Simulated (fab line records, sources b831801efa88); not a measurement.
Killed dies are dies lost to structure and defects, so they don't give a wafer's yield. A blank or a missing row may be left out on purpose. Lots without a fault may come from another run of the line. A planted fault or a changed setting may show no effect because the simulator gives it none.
Chamber matching | flow gf180mcu | GF_V4_CMP_04 on cmp-02: 4 sister chambers
The step polishes SiO2. 8 wafers are shown with their chamber, then 11 later ones without.

WAFERS WITH THEIR CHAMBER
wafer  | chamber | motor_current_A (A) | time_to_endpoint_s (s)
L082.1 | 0       | 10.2                | 76
L082.4 | 1       | 11.7                | 79
L084.5 | 1       | 12.0                | 79
L084.6 | 0       | 10.4                | 75
L085.3 | 3       | 10.9                | 70
L085.4 | 2       | 11.4                | 86
L085.5 | 3       | 11.1                | 69
L086.4 | 2       | 12.0                | 87

WAFERS WITHOUT THEIR CHAMBER
wafer  | motor_current_A (A) | time_to_endpoint_s (s)
L086.5 | 12.2                | 80
L086.6 | 10.8                | 85
L090.2 | 12.4                | 76
L090.4 | 12.0                | 85
L090.6 | 11.2                | 74
L091.1 | 12.2                | 70
L091.5 | 12.0                | 77
L091.6 | 12.4                | 81
L097.1 | 12.1                | 84
L097.3 | 12.4                | 76
L097.5 | 10.4                | 86

WHICH CHAMBER EACH WENT THROUGH
wafer  | from the rows above | in truth
L086.5 | 1                   | 1
L086.6 | 2                   | 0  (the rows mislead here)
L090.2 | 1                   | 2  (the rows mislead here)
L090.4 | 2                   | 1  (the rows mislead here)
L090.6 | 0                   | 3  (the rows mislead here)
L091.1 | 3                   | 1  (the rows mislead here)
L091.5 | 1                   | 1
L091.6 | 1                   | 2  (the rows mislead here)
L097.1 | 2                   | 2
L097.3 | 1                   | 1
L097.5 | 2                   | 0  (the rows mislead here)
Placed correctly: 4 of 11. Can't be placed from these rows: 0. Placed wrongly: 7.
How it was worked out, from the rows above alone: a wafer's distance from a chamber is the root of the sum, over the readings, of the square of ((its reading less the chamber's mean) divided by the reading's scatter). The wafer belongs to the nearest chamber; if the next one is less than 2 further off, it can't be placed. A chamber's mean is the mean of its shown wafers. The scatter: the root of (the sum of the squares of (reading less its chamber's mean) over the shown wafers, divided by (wafers less chambers)).
